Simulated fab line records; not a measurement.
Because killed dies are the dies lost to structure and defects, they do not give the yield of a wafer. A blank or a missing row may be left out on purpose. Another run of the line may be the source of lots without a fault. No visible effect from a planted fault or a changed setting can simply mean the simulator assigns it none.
Shared-tool check -- flow sfq_line -- 15 lots, 45 wafers sampled

REASON FOR OPENING
At SFQ_M2_RS_MEAS_914 the reading M2_NB_RS is flagged on 3 of 15 lots. Fault-free wafers read 0.893 ohm/sq, with a standard deviation of 0.0073.
Rule: a lot gets a flag if all its wafers with a number sit over 4 standard deviations from that mean, or if no wafer of it has a number. All remaining lots are regarded as sound.

lot,measured,on,"M2_NB_RS (ohm/sq), wafer by wafer",flag
L303,day 31 00:37,film_metro-01,0.894 0.898 0.896,
L305,day 32 04:32,film_metro-01,0.894 0.895 0.892,
L306,day 32 15:47,film_metro-04,0.879 0.881 0.885,
L307,day 32 23:25,film_metro-02,0.906 0.898 0.895,
L308,day 33 19:04,film_metro-01,0.901 0.890 0.904,
L309,day 34 09:57,film_metro-01,0.443 0.439 0.447,FLAGGED
L314,day 36 01:23,film_metro-04,0.444 0.442 0.442,FLAGGED
L315,day 36 12:21,film_metro-04,0.898 0.893 0.902,
L317,day 36 23:29,film_metro-01,0.441 0.442 0.444,FLAGGED
L321,day 38 22:44,film_metro-01,0.889 0.886 0.895,
L322,day 39 08:20,film_metro-01,0.900 0.889 0.887,
L323,day 39 16:35,film_metro-01,0.891 0.895 0.888,
L324,day 40 01:59,film_metro-04,0.898 0.898 0.900,
L325,day 40 09:49,film_metro-02,0.901 0.898 0.903,
L326,day 40 14:05,film_metro-01,0.890 0.901 0.897,
The mean of the flagged lots' numbers is 0.443 ohm/sq, -0.450 ohm/sq from the usual (-62 standard deviations).

TOOL THAT RAN EACH LOT
2 process steps preceding the reading are held in the record, out of 325 steps in the route. Read each cell as the tool, then ch plus the chambers that the sampled wafers visited, then the start.
lot,flag,SFQ_TRILAYER_M0_STRIP_STRIP_025,SFQ_TRILAYER_M2_DEP_SPUTTER_055
L303,,"rie_metal-04 ch 0,1, day 12 02:38","pvd_sputter-04, day 31 00:32"
L305,,"rie_metal-04 ch 0,1, day 12 19:26","pvd_sputter-04, day 32 04:26"
L306,,"rie_metal-03 ch 0,1, day 13 05:02","pvd_sputter-04, day 32 15:42"
L307,,"rie_metal-02 ch 0,1, day 13 10:04","pvd_sputter-04, day 32 23:19"
L308,,"rie_metal-04 ch 0,1, day 14 05:16","pvd_sputter-03, day 33 18:59"
L309,FLAGGED,"rie_metal-02 ch 0,1, day 14 13:52","pvd_sputter-03, day 34 09:34"
L314,FLAGGED,"rie_metal-04 ch 0,1, day 16 10:11","pvd_sputter-04, day 36 01:02"
L315,,"rie_metal-02 ch 1, day 16 13:47","pvd_sputter-03, day 36 12:16"
L317,FLAGGED,"rie_metal-03 ch 0,1, day 17 03:19","pvd_sputter-04, day 36 23:05"
L321,,"rie_metal-03 ch 0,1, day 19 02:02","pvd_sputter-05, day 38 22:39"
L322,,"rie_metal-04 ch 0, day 19 16:38","pvd_sputter-03, day 39 08:15"
L323,,"rie_metal-04 ch 0,1, day 20 04:38","pvd_sputter-05, day 39 16:28"
L324,,"rie_metal-03 ch 1, day 20 12:33","pvd_sputter-03, day 40 01:52"
L325,,"rie_metal-04 ch 0,1, day 20 17:33","pvd_sputter-04, day 40 09:40"
L326,,"rie_metal-04 ch 0,1, day 21 00:33","pvd_sputter-05, day 40 13:59"
What the steps here do:
- SFQ_TRILAYER_M0_STRIP_STRIP_025: strips in O2.
- SFQ_TRILAYER_M2_DEP_SPUTTER_055: material Nb, target thk 200 nm, time 133.3 s.
- SFQ_M2_RS_MEAS_914: measures by four-point-probe.

FLAGGED OVER TOTAL, TOOL BY TOOL (the gauges that took the reading come last)
step,tool,lots run,flagged,share of the flagged lots,sound lots run after its first flagged lot
SFQ_TRILAYER_M0_STRIP_STRIP_025,rie_metal-02,3,1,some,1 (L315)
SFQ_TRILAYER_M0_STRIP_STRIP_025,rie_metal-03,4,1,some,"2 (L321,L324)"
SFQ_TRILAYER_M0_STRIP_STRIP_025,rie_metal-04,8,1,some,"4 (L322,L323,L325,L326)"
SFQ_TRILAYER_M2_DEP_SPUTTER_055,pvd_sputter-03,5,1,some,"3 (L315,L322,L324)"
SFQ_TRILAYER_M2_DEP_SPUTTER_055,pvd_sputter-04,7,2,some,1 (L325)
SFQ_TRILAYER_M2_DEP_SPUTTER_055,pvd_sputter-05,3,0,none,-
SFQ_M2_RS_MEAS_914,film_metro-01,9,2,some,"4 (L321,L322,L323,L326)"
SFQ_M2_RS_MEAS_914,film_metro-02,2,0,none,-
SFQ_M2_RS_MEAS_914,film_metro-04,4,1,some,"2 (L315,L324)"

WHAT IS ALLOWED BY THE TABLE
No row of the table ran every flagged lot.

WHAT THE SIMULATOR PUT IN
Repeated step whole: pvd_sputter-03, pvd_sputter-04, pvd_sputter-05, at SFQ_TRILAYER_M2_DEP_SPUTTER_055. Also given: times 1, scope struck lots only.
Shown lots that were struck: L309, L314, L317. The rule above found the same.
